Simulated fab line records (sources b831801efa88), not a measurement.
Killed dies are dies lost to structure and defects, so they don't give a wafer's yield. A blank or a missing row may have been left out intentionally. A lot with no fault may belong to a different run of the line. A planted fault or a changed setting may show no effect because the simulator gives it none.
The same fault as seen by 2 desks -- flow sky130 -- what lay behind the numbers comes last; until then each desk has only its own

== DESK OF THE TOOL OWNER: pvd_sputter-04 ==
The tool's own readings at SKY_METAL1_SPUTTER_02 (material AlCu, target thk 250 nm, time 13.3 s): means of the sampled wafers that have a number, for each lot that ran on this tool. Marked OUT: a lot whose mean sits more than 4 standard deviations from the usual mean, which makes it out of limits; the brackets give that distance.
Columns: A = throttle_valve_pct at SKY_METAL1_SPUTTER_02, usual 30.5 %
lot,first seen here,A
L336,day 33 05:47,30.3
L337,day 36 12:44,29.8
L342,day 36 15:41,29.9
L340,day 36 16:50,29.9
L346,day 37 01:31,30.1
Finding of this desk: none of the 5 lots has anything out of limits.

== THE METROLOGY DESK ==
What the gauges read, lot by lot, whatever tool the lot ran on: means of the sampled wafers that have a number. Marked OUT: a lot whose mean sits more than 4 standard deviations from the usual mean, which makes it out of limits; the brackets give that distance.
Columns: A = CONTACT_W_THK at SKY_CONTACT_THK_MEAS_26, usual 334 nm; B = METAL1_ALCU_RS at SKY_METAL1_RS_MEAS_05, usual 0.1274 ohm/sq; C = METAL1_ALCU_THK at SKY_METAL1_THK_MEAS_06, usual 243 nm
lot,first seen here,A,B,C
L334,day 31 10:47,338,0.1265,245
L335,day 33 05:08,333,0.1277,242
L336,day 33 05:17,347,0.1260,246
L337,day 36 12:19,331,0.1259,247
L338,day 36 13:17,330,0.1263,242
L342,day 36 15:17,344,0.0961 (-17) OUT,337 (+24) OUT
L340,day 36 16:26,334,0.1028 (-14) OUT,316 (+19) OUT
L347,day 36 23:32,335,0.1252,249
L346,day 37 01:06,326,0.1027 (-14) OUT,316 (+19) OUT
L348,day 37 01:16,341,0.1266,245
L349,day 37 01:36,337,0.1266,242
L351,day 37 04:35,338,0.1281,243
L353,day 37 15:05,336,0.1278,243
L354,day 37 19:11,329,0.1261,247
L355,day 38 01:41,335,0.1311,237
This desk's finding: out of limits on L340, L342, L346; first on L342, day 36 15:47 (METAL1_ALCU_RS at SKY_METAL1_RS_MEAS_05). Within limits: L334, L335, L336, L337, L338, L347, L348, L349, L351, L353, L354, L355.

== ALL TOGETHER ==
An alarm was possible from the metrology desk at day 36 15:47, on L340, L342, L346.
Nothing out of limits was seen by the tool owner's desk.
Tool owner's desk: L340, L342, L346 on record, inside its limits.
Every lot named ran SKY_METAL1_SPUTTER_02 on pvd_sputter-04.

== WHAT WAS PUT IN BY THE SIMULATOR ==
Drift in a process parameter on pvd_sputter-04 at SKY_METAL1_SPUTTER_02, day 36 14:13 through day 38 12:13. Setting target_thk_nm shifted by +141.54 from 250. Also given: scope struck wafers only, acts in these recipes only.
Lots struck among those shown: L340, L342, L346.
Time in hours between the start of the fault and the first out-of-limits reading at each desk: metrology desk, 2.
